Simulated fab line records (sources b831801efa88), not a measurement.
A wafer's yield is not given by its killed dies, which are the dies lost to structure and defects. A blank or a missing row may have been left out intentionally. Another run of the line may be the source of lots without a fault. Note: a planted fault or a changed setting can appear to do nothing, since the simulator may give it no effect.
fab line records	flow gf180mcu
record lots=5	wafers=15	last_day=33
route steps=602 shown M4@456 V4@476
lots that met no fault: taken from a fault-free run of the same line
start_h: hours from the record's opening day to when the first of the lot's shown wafers began	wait_h: how many hours have passed since the lot's step before this one	" identical to the entry in the row above	L1.1+2: several wafers, shown together as one row	- no value, or no start was given	* or withheld: withheld	< > ~ a bound
route shown NAME@n: a module of which the file shows steps, and the number in the route of the first	usual: mean and standard deviation over wafers with no fault	same: alike in all rows	chamber/n: place in a boat	sites: per-site readings	_std_site: how widely they spread, as a standard deviation	_edge_site: mean of outer sites minus mean of inner sites	radius_mm: how far each site lies from the wafer's centre	mask NAME#n: copy n	behind: tool/chamber where the wafer was last shaped	hold: cause of the lot's hold/its duration in hours/its outcome	device: the transistor (n, p or np) that didn't switch	end of line: tests run on the same wafers once the route is complete	a step given without rows: its recipe and nothing more	killed: at the first sort, the dies lost to defects and structure; wafer yield is something else	map: a wafer's dies, x killed, . not, _ none there
set.NAME: setting as actually run; set.NAME@STEP: the setting as run at that earlier step	model.NAME: the simulator's own value behind a step, which no gauge read
certain route steps with their lots: each step a table, each wafer a row
services: when a tool's chamber went out of use (start_h, in hours from the record's first day, below 0 if earlier), for how many hours, and the reason
## steps
# step GF_M4_SPUTTER_00
# recipe material=Ti	target_thk_nm=37.5	arriving_ion_energy_ev=80	substrate_temp_c=200	chamber_pressure_pa=2	power_w=4000	time_s=150
# usual throttle_valve_pct=29.8/0.98
# same time_s=150
lot.wafer	tool	chamber	start_h	wait_h	throttle_valve_pct
L075.1	pvd_sputter-03	-	519.69	0.1	28.9
L075.4	"	-	"	"	29.7
L075.6	"	-	"	"	28.8
L080.3	pvd_sputter-01	-	570.04	0.1	28.9
L080.4	"	-	"	"	30.5
L080.5	"	-	"	"	28.6
L086.2	pvd_sputter-02	-	616.16	0.1	31.5
L086.3	"	-	"	"	31.5
L086.4	"	-	"	"	29.8
L090.2	pvd_sputter-01	-	636.11	0.1	30.7
L090.4	"	-	"	"	28.9
L090.5	"	-	"	"	30.8
L093.1	pvd_sputter-01	-	662.46	0.2	29.1
L093.5	"	-	"	"	28.7
L093.6	"	-	"	"	28.5
# step GF_M4_SPUTTER_01
# recipe material=TiN	target_thk_nm=30	power_w=6500	time_s=25	chamber_pressure_pa=0.4
# usual throttle_valve_pct=29.8/0.95
# same time_s=25
lot.wafer	tool	chamber	start_h	wait_h	throttle_valve_pct
L075.1	pvd_sputter-03	-	519.79	0.1	29.1
L075.4	"	-	"	"	29.9
L075.6	"	-	"	"	28.9
L080.3	pvd_sputter-01	-	570.14	0.1	28.8
L080.4	"	-	"	"	31.0
L080.5	"	-	"	"	29.1
L086.2	pvd_sputter-02	-	616.26	0.1	31.4
L086.3	"	-	"	"	31.5
L086.4	"	-	"	"	29.5
L090.2	pvd_sputter-01	-	636.21	0.1	30.8
L090.4	"	-	"	"	28.9
L090.5	"	-	"	"	30.9
L093.1	pvd_sputter-01	-	662.56	0.1	29.1
L093.5	"	-	"	"	28.7
L093.6	"	-	"	"	28.8
# step GF_M4_SPUTTER_02
# recipe material=AlCu	target_thk_nm=450	power_w=10600	time_s=23.9	chamber_pressure_pa=0.4
# usual throttle_valve_pct=29.8/0.96
# same time_s=23.9
lot.wafer	tool	chamber	start_h	wait_h	throttle_valve_pct
L075.1	pvd_sputter-03	-	519.82	0.0	29.0
L075.4	"	-	"	"	29.3
L075.6	"	-	"	"	28.9
L080.3	pvd_sputter-01	-	570.17	0.0	28.9
L080.4	"	-	"	"	30.9
L080.5	"	-	"	"	28.8
L086.2	pvd_sputter-02	-	616.29	0.0	31.1
L086.3	"	-	"	"	31.7
L086.4	"	-	"	"	29.4
L090.2	pvd_sputter-01	-	636.24	0.0	30.9
L090.4	"	-	"	"	29.0
L090.5	"	-	"	"	30.6
L093.1	pvd_sputter-01	-	662.59	0.0	29.1
L093.5	"	-	"	"	28.7
L093.6	"	-	"	"	28.9
# step GF_M4_SPUTTER_03
# recipe material=Ti	target_thk_nm=10	substrate_temp_c=300	chamber_pressure_pa=0.3	power_w=3000	time_s=6.7
# usual throttle_valve_pct=29.8/0.96
# same time_s=6.7
lot.wafer	tool	chamber	start_h	wait_h	throttle_valve_pct
L075.1	pvd_sputter-03	-	519.85	0.0	28.9
L075.4	"	-	"	"	29.8
L075.6	"	-	"	"	28.9
L080.3	pvd_sputter-01	-	570.20	0.0	28.9
L080.4	"	-	"	"	31.0
L080.5	"	-	"	"	28.9
L086.2	pvd_sputter-02	-	616.32	0.0	31.3
L086.3	"	-	"	"	31.6
L086.4	"	-	"	"	29.3
L090.2	pvd_sputter-01	-	636.27	0.0	30.8
L090.4	"	-	"	"	28.8
L090.5	"	-	"	"	30.6
L093.1	pvd_sputter-01	-	662.62	0.0	28.7
L093.5	"	-	"	"	28.5
L093.6	"	-	"	"	28.8
# step GF_M4_SPUTTER_04
# recipe material=TiN	target_thk_nm=50	power_w=6500	time_s=41.7	chamber_pressure_pa=0.4
# usual throttle_valve_pct=29.8/0.95
# same time_s=41.7
lot.wafer	tool	chamber	start_h	wait_h	throttle_valve_pct
L075.1	pvd_sputter-03	-	519.87	0.0	28.8
L075.4	"	-	"	"	29.8
L075.6	"	-	"	"	28.7
L080.3	pvd_sputter-01	-	570.22	0.0	28.8
L080.4	"	-	"	"	30.6
L080.5	"	-	"	"	28.6
L086.2	pvd_sputter-02	-	616.34	0.0	31.1
L086.3	"	-	"	"	31.6
L086.4	"	-	"	"	29.4
L090.2	pvd_sputter-01	-	636.29	0.0	30.7
L090.4	"	-	"	"	28.9
L090.5	"	-	"	"	31.0
L093.1	pvd_sputter-01	-	662.65	0.0	29.1
L093.5	"	-	"	"	28.8
L093.6	"	-	"	"	28.9
# step GF_M4_RS_MEAS_05
# recipe thk_meas_gauge=four-point-probe	reads=TiN_of_M4_SPUTTER_04+Ti_of_M4_SPUTTER_03+AlCu_of_M4_SPUTTER_02+TiN_of_M4_SPUTTER_01+Ti_of_M4_SPUTTER_00
# usual M4_ALCU_RS=0.0693/0.00067
lot.wafer	tool	chamber	start_h	wait_h	M4_ALCU_RS[ohm/sq]
L075.1	film_metro-04	-	519.91	0.0	0.0697
L075.4	"	-	"	"	0.0699
L075.6	"	-	"	"	0.0696
L080.3	film_metro-04	-	570.30	0.1	0.0699
L080.4	"	-	"	"	0.0698
L080.5	"	-	"	"	0.0699
L086.2	film_metro-01	-	616.40	0.0	0.0704
L086.3	"	-	"	"	0.0702
L086.4	"	-	"	"	0.0713
L090.2	film_metro-04	-	636.35	0.0	0.0690
L090.4	"	-	"	"	0.0689
L090.5	"	-	"	"	0.0684
L093.1	film_metro-01	-	662.68	0.0	0.0675
L093.5	"	-	"	"	0.0683
L093.6	"	-	"	"	0.0681
# step GF_M4_THK_MEAS_06
# recipe thk_meas_gauge=xrf	reads=AlCu_of_M4_SPUTTER_02
# usual M4_ALCU_THK=459/5.9
lot.wafer	tool	chamber	start_h	wait_h	M4_ALCU_THK[nm]
L075.1	film_metro-04	-	520.03	0.1	454
L075.4	"	-	"	"	451
L075.6	"	-	"	"	452
L080.3	film_metro-04	-	570.40	0.1	454
L080.4	"	-	"	"	453
L080.5	"	-	"	"	452
L086.2	film_metro-01	-	616.51	0.1	456
L086.3	"	-	"	"	458
L086.4	"	-	"	"	450
L090.2	film_metro-04	-	636.46	0.1	463
L090.4	"	-	"	"	463
L090.5	"	-	"	"	463
L093.1	film_metro-01	-	662.80	0.1	476
L093.5	"	-	"	"	472
L093.6	"	-	"	"	471
# step GF_M4_DEHYDRATE_07
# recipe temp_c=200	time_s=60
# same time_s=60
lot.wafer	tool	chamber	start_h	wait_h
L075.1+4+6	litho_track-02	0	531.03	11.0
L080.3+4+5	litho_track-04	0	580.35	9.9
L086.2+3+4	litho_track-02	0	626.16	9.6
L090.2+4+5	litho_track-02	0	645.76	9.3
L093.1+5+6	litho_track-01	0	671.48	8.7
# step GF_M4_HMDS_08
# recipe prime_time_s=60	prime_temp_c=120
lot.wafer	tool	chamber	start_h	wait_h
L075.1+4+6	litho_track-02	0	531.18	0.1
L080.3+4+5	litho_track-04	0	580.50	0.1
L086.2+3+4	litho_track-02	0	626.31	0.1
L090.2+4+5	litho_track-02	0	645.91	0.1
L093.1+5+6	litho_track-01	0	671.63	0.1
# step GF_M4_COAT_09
# recipe resist=KrF	spin_rpm=withheld	resist_thk_nm=1000
lot.wafer	tool	chamber	start_h	wait_h
L075.1+4+6	litho_track-02	0	531.33	0.1
L080.3+4+5	litho_track-04	0	580.65	0.1
L086.2+3+4	litho_track-02	0	626.46	0.1
L090.2+4+5	litho_track-02	0	646.06	0.1
L093.1+5+6	litho_track-01	0	671.78	0.1
# step GF_M4_SOFTBAKE_10
# recipe temp_c=130	time_s=60	resist=KrF
# same time_s=60
lot.wafer	tool	chamber	start_h	wait_h
L075.1+4+6	litho_track-02	0	531.48	0.1
L080.3+4+5	litho_track-04	0	580.80	0.1
L086.2+3+4	litho_track-02	0	626.61	0.1
L090.2+4+5	litho_track-02	0	646.21	0.1
L093.1+5+6	litho_track-01	0	671.93	0.1
# step GF_M4_EXPOSE_11
# recipe mask_id=Metal4	target_cd_nm=280	na=0.68	source_shape=conventional	sigma_outer=0.6	dose_mj=28
# usual focus_offset_nm=0.0/0.5	stage_vel_mm_s=500.05/0.25
lot.wafer	tool	chamber	start_h	wait_h	mask	focus_offset_nm	stage_vel_mm_s
L075.1	krf_scanner-01	0	-	-	Metal4#0	0.0	500.25
L075.4	"	0	"	"	Metal4#0	-0.1	499.97
L075.6	"	0	"	"	Metal4#0	-0.6	499.68
L080.3	krf_scanner-01	0	-	-	Metal4#0	-0.1	499.83
L080.4	"	0	"	"	Metal4#0	-0.8	500.04
L080.5	"	0	"	"	Metal4#0	-0.8	500.08
L086.2	krf_scanner-02	0	-	-	Metal4#0	-0.4	500.36
L086.3	"	0	"	"	Metal4#0	0.3	500.05
L086.4	"	0	"	"	Metal4#0	0.4	500.09
L090.2	krf_scanner-02	0	-	-	Metal4#0	0.2	500.15
L090.4	"	0	"	"	Metal4#0	-0.5	500.68
L090.5	"	0	"	"	Metal4#0	-0.3	500.40
L093.1	krf_scanner-01	0	-	-	Metal4#0	-0.4	499.90
L093.5	"	0	"	"	Metal4#0	-0.6	499.80
L093.6	"	0	"	"	Metal4#0	0.2	499.59
# step GF_M4_PEB_12
# recipe peb_temp_c=135	peb_time_s=90	resist=KrF
lot.wafer	tool	chamber	start_h	wait_h
L075.1+4+6	litho_track-04	0	-	-
L080.3+4+5	litho_track-04	0	-	-
L086.2+3+4	litho_track-01	0	-	-
L090.2+4+5	litho_track-04	0	-	-
L093.1+5+6	litho_track-01	0	-	-
# step GF_M4_DEVELOP_13
# recipe develop_time_s=60	dev_temp_c=21
lot.wafer	tool	chamber	start_h	wait_h
L075.1+4+6	litho_track-04	0	542.60	0.2
L080.3+4+5	litho_track-04	0	591.60	0.1
L086.2+3+4	litho_track-01	0	636.91	0.2
L090.2+4+5	litho_track-04	0	655.47	0.2
L093.1+5+6	litho_track-01	0	681.28	0.2
# step GF_M4_CD_MEAS_14
# recipe target_cd_nm=280
# usual cd_nm=280.0/0.9
lot.wafer	tool	chamber	start_h	wait_h	cd_nm
L075.1	cd_sem-02	-	542.75	0.1	279.2
L075.4	"	-	"	"	280.5
L075.6	"	-	"	"	279.8
L080.3	cd_sem-02	-	591.74	0.1	280.4
L080.4	"	-	"	"	279.3
L080.5	"	-	"	"	279.9
L086.2	cd_sem-01	-	637.05	0.1	281.3
L086.3	"	-	"	"	279.6
L086.4	"	-	"	"	281.5
L090.2	cd_sem-02	-	655.62	0.1	279.1
L090.4	"	-	"	"	280.4
L090.5	"	-	"	"	279.7
L093.1	cd_sem-02	-	681.43	0.1	278.7
L093.5	"	-	"	"	279.8
L093.6	"	-	"	"	278.6
# step GF_M4_OVL_MEAS_15
# usual M4_OVL=4/6.1
lot.wafer	tool	chamber	start_h	wait_h	M4_OVL[nm]
L075.1	overlay-02	-	542.87	0.1	0
L075.4	"	-	"	"	5
L075.6	"	-	"	"	-4
L080.3	overlay-02	-	591.83	0.1	-4
L080.4	"	-	"	"	-3
L080.5	"	-	"	"	-2
L086.2	overlay-02	-	637.16	0.1	1
L086.3	"	-	"	"	11
L086.4	"	-	"	"	0
L090.2	overlay-01	-	655.72	0.1	20
L090.4	"	-	"	"	15
L090.5	"	-	"	"	12
L093.1	overlay-01	-	681.55	0.1	-1
L093.5	"	-	"	"	4
L093.6	"	-	"	"	2
# step GF_M4_METAL_ETCH_16
# recipe chemistry=Cl2/BCl3	mask_material=KrF	target_depth_nm=750.8	stop_on=SiO2	pressure_mtorr=8	icp_w=800	bias_w=140	Cl2_flow_sccm=80	bcl3_flow_sccm=40	time_s=125.1
# usual drypump_motor_current_A=5.7/0.49	oes_product_au=0.992/0.0065	throttle_valve_pct=28.228/0.011
# same time_s=125.1
lot.wafer	tool	chamber	start_h	wait_h	drypump_motor_current_A	oes_product_au	rf_hours_counter_h	throttle_valve_pct
L075.1	rie_metal-04	1	542.90	0.0	5.8	0.988	1	28.246
L075.4	"	1	"	"	5.8	0.991	-	28.224
L075.6	"	1	"	"	5.8	0.994	-	28.226
L080.3	rie_metal-04	1	591.90	0.1	5.8	0.977	-	28.233
L080.4	"	0	"	"	6.2	0.989	-	28.226
L080.5	"	0	"	"	6.3	0.976	-	28.236
L086.2	rie_metal-04	0	637.19	0.0	6.2	0.985	12	28.230
L086.3	"	0	"	"	6.2	0.986	-	28.226
L086.4	"	1	"	"	5.8	0.989	-	28.244
L090.2	rie_metal-04	0	655.75	0.0	6.2	0.982	13	28.239
L090.4	"	1	"	"	5.8	0.977	-	28.236
L090.5	"	1	"	"	5.8	0.986	-	28.227
L093.1	rie_metal-01	1	681.59	0.0	5.9	0.996	9	28.223
L093.5	"	0	"	"	6.6	0.977	-	28.253
L093.6	"	1	"	"	6.0	0.994	-	28.232
# step GF_M4_STRIP_17
# recipe chemistry=O2/N2	power_w=1400	pressure_mtorr=1500	platen_temp_c=250	o2_flow_sccm=3000	n2_flow_sccm=300	overash_fraction=0.5
# usual drypump_motor_current_A=5.6/0.4	heater_power_w=358/23	oes_product_au=0.538/0.005	strip_time_to_endpoint_s=7.38/0.071
lot.wafer	tool	chamber	start_h	wait_h	drypump_motor_current_A	heater_power_w	oes_product_au	rf_hours_counter_h	strip_time_to_endpoint_s
L075.1	plasma_asher-01	1	543.03	0.1	5.6	395	0.537	83	7.42
L075.4	"	1	"	"	5.7	395	0.540	-	7.39
L075.6	"	0	"	"	5.3	312	0.535	-	7.46
L080.3	plasma_asher-04	1	592.02	0.1	5.0	375	0.542	-	7.48
L080.4	"	0	"	"	6.3	322	0.543	-	7.45
L080.5	"	0	"	"	6.3	325	0.539	-	7.44
L086.2	plasma_asher-03	1	637.32	0.1	5.9	367	0.550	102	7.51
L086.3	"	1	"	"	5.8	352	0.539	-	7.50
L086.4	"	0	"	"	5.4	365	0.546	-	7.52
L090.2	plasma_asher-01	0	655.88	0.1	5.3	318	0.538	94	7.47
L090.4	"	0	"	"	5.3	322	0.540	-	7.51
L090.5	"	0	"	"	5.3	321	0.538	-	7.43
L093.1	plasma_asher-04	0	681.72	0.1	6.3	333	0.537	55	7.28
L093.5	"	1	"	"	5.0	360	0.537	-	7.35
L093.6	"	0	"	"	6.3	328	0.523	-	7.24
# step GF_M4_STRIP_18
# recipe chemistry=post_etch_residue_remover	time_s=1200	temp_c=72.5
# usual temp_c=72.52/0.12
# same time_s=1200
lot.wafer	tool	chamber	start_h	wait_h	temp_c
L075.1	wet_bench-04	2	543.13	0.1	72.62
L075.4	"	2	"	"	72.58
L075.6	"	2	"	"	72.61
L080.3	wet_bench-01	2	592.08	0.0	72.60
L080.4	"	2	"	"	72.68
L080.5	"	2	"	"	72.43
L086.2	wet_bench-04	1	637.42	0.1	72.47
L086.3	"	1	"	"	72.71
L086.4	"	1	"	"	72.58
L090.2	wet_bench-02	2	655.98	0.1	72.39
L090.4	"	2	"	"	72.56
L090.5	"	2	"	"	72.42
L093.1	wet_bench-01	1	681.82	0.1	72.64
L093.5	"	1	"	"	72.68
L093.6	"	1	"	"	72.43
# step GF_M4_CLEAN_19
# recipe chemistry=DIW	dry=n2_spin
lot.wafer	tool	chamber	start_h	wait_h
L075.1+4+6	wet_bench-02	1	543.51	0.0
L080.3+4+5	wet_bench-04	1	592.42	0.0
L086.2+3+4	wet_bench-01	2	637.76	0.0
L090.2+4+5	wet_bench-04	0	656.35	0.0
L093.1+5+6	wet_bench-04	1	682.16	0.0
# step GF_V4_CVD_00
# recipe material=SiO2	target_thk_nm=600	sigma_open_frac=0.3	temp_c=400	time_s=100	sih4_flow_sccm=60	pressure_mtorr=6
# same time_s=100
lot.wafer	tool	chamber	start_h	wait_h
L075.1+4+6	hdpcvd-01	1,1,2	543.61	0.0
L080.3+4+5	hdpcvd-01	2,0,1	592.52	0.0
L086.2+3+4	hdpcvd-01	1,2,1	637.86	0.0
L090.2+4+5	hdpcvd-01	0,1,0	656.45	0.0
L093.1+5+6	hdpcvd-02	1,0,2	682.34	0.0
# step GF_V4_THK_MEAS_01
# recipe reads=SiO2_of_V4_CVD_00
# usual V4_CVD_00_THK=599/5.7
lot.wafer	tool	chamber	start_h	wait_h	V4_CVD_00_THK[nm]
L075.1	film_metro-01	-	543.68	0.0	598
L075.4	"	-	"	"	600
L075.6	"	-	"	"	599
L080.3	film_metro-02	-	592.61	0.1	592
L080.4	"	-	"	"	603
L080.5	"	-	"	"	590
L086.2	film_metro-01	-	637.94	0.0	593
L086.3	"	-	"	"	602
L086.4	"	-	"	"	600
L090.2	film_metro-02	-	656.53	0.0	597
L090.4	"	-	"	"	589
L090.5	"	-	"	"	595
L093.1	film_metro-01	-	682.41	0.0	603
L093.5	"	-	"	"	603
L093.6	"	-	"	"	599
# step GF_V4_CVD_02
# recipe material=SiO2	target_thk_nm=850	precursor=TEOS	temp_c=400	time_s=94.851	rf_w=600
# usual heater_power_w=714/140
# same time_s=94.851
lot.wafer	tool	chamber	start_h	wait_h	heater_power_w
L075.1	pecvd-02	0	543.74	0.1	755
L075.4	"	2	"	"	582
L075.6	"	0	"	"	794
L080.3	pecvd-04	0	592.65	0.0	734
L080.4	"	2	"	"	569
L080.5	"	1	"	"	441
L086.2	pecvd-04	1	637.99	0.0	444
L086.3	"	0	"	"	835
L086.4	"	0	"	"	873
L090.2	pecvd-04	2	656.58	0.0	687
L090.4	"	2	"	"	580
L090.5	"	1	"	"	491
L093.1	pecvd-03	0	682.47	0.1	533
L093.5	"	0	"	"	422
L093.6	"	1	"	"	695
# step GF_V4_THK_MEAS_03
# recipe reads=SiO2_of_V4_CVD_02
# usual V4_CVD_02_THK=851/10
lot.wafer	tool	chamber	start_h	wait_h	V4_CVD_02_THK[nm]
L075.1	film_metro-03	-	543.81	0.0	843
L075.4	"	-	"	"	861
L075.6	"	-	"	"	862
L080.3	film_metro-01	-	592.74	0.1	841
L080.4	"	-	"	"	873
L080.5	"	-	"	"	848
L086.2	film_metro-01	-	638.07	0.0	833
L086.3	"	-	"	"	834
L086.4	"	-	"	"	847
L090.2	film_metro-03	-	656.66	0.0	852
L090.4	"	-	"	"	867
L090.5	"	-	"	"	849
L093.1	film_metro-03	-	682.54	0.0	853
L093.5	"	-	"	"	862
L093.6	"	-	"	"	858
# step GF_V4_CMP_04
# recipe material=SiO2	down_force_psi=4	platen_rpm=60	pad_velocity_m_s=0.94248
# usual edge_zone_pressure_frac=1.000/0.0051	motor_current_A=12.1/1.5	time_to_endpoint_s=81/4.7
lot.wafer	tool	chamber	start_h	wait_h	edge_zone_pressure_frac	motor_current_A	time_to_endpoint_s
L075.4	cmp-02	0	543.92	0.1	0.999	12.3	82
L075.1	"	1	"	"	1.001	10.7	77
L075.6	"	3	"	"	0.993	13.3	87
L080.4	cmp-02	0	592.78	0.0	0.989	13.0	88
L080.3	"	3	"	"	1.005	13.1	77
L080.5	"	1	"	"	1.005	10.5	81
L086.3	cmp-02	1	638.12	0.0	1.003	10.7	78
L086.4	"	2	"	"	1.006	11.7	84
L086.2	"	3	"	"	1.007	13.9	74
L090.2	cmp-01	1	656.71	0.0	1.001	14.8	80
L090.4	"	2	"	"	0.996	10.6	86
L090.5	"	1	"	"	0.992	14.4	78
L093.1	cmp-02	2	682.60	0.1	1.006	11.4	85
L093.5	"	2	"	"	1.005	11.9	89
L093.6	"	3	"	"	0.998	13.9	88
# step GF_V4_BOW_MEAS_05
# recipe mode=bow
# usual V4_BOW=136/8
lot.wafer	tool	chamber	start_h	wait_h	V4_BOW[um]
L075.1	film_metro-01	-	544.17	0.1	123
L075.4	"	-	"	"	131
L075.6	"	-	"	"	123
L080.3	film_metro-01	-	593.12	0.1	142
L080.4	"	-	"	"	137
L080.5	"	-	"	"	130
L086.2	film_metro-01	-	638.44	0.2	129
L086.3	"	-	"	"	125
L086.4	"	-	"	"	140
L090.2	film_metro-02	-	657.03	0.3	133
L090.4	"	-	"	"	140
L090.5	"	-	"	"	130
L093.1	film_metro-03	-	682.90	0.2	148
L093.5	"	-	"	"	139
L093.6	"	-	"	"	147
# step GF_V4_DEHYDRATE_06
# recipe temp_c=200	time_s=60
# same time_s=60
lot.wafer	tool	chamber	start_h	wait_h
L075.1+4+6	litho_track-04	0	554.65	10.5
L080.3+4+5	litho_track-04	0	602.35	9.2
L086.2+3+4	litho_track-04	0	647.52	9.1
L090.2+4+5	litho_track-01	0	666.46	9.4
L093.1+5+6	litho_track-03	0	691.84	8.9
## services
tool	chamber	start_h	hours	kind
pvd_sputter-01	-	509.47	1.0	repair
cmp-02	-	514.33	1.4	repair
cmp-02	-	522.62	3.6	pm
plasma_asher-01	-	523.77	2.8	pm
hdpcvd-01	2	558.13	13.9	repair
pecvd-04	-	559.61	28.1	pm
krf_scanner-01	-	561.77	0.6	repair
pvd_sputter-02	-	562.09	8.7	repair
krf_scanner-02	-	568.62	0.8	pm
plasma_asher-04	-	570.15	1.3	repair
pvd_sputter-02	-	573.82	4.9	repair
wet_bench-02	-	574.87	4.0	repair
krf_scanner-01	-	585.47	1.0	pm
pecvd-04	2	597.93	9.8	repair
pecvd-04	1	610.99	1.8	repair
krf_scanner-01	-	615.58	0.8	pm
pvd_sputter-02	-	634.06	3.1	repair
pvd_sputter-03	-	645.80	3.4	repair
krf_scanner-01	-	647.15	1.3	pm
pecvd-04	-	651.62	2.4	repair
pvd_sputter-02	-	657.05	11.6	repair
pvd_sputter-02	-	662.86	3.9	repair
pvd_sputter-02	-	676.05	4.9	repair
hdpcvd-01	0	679.33	3.4	repair
## key
fault none
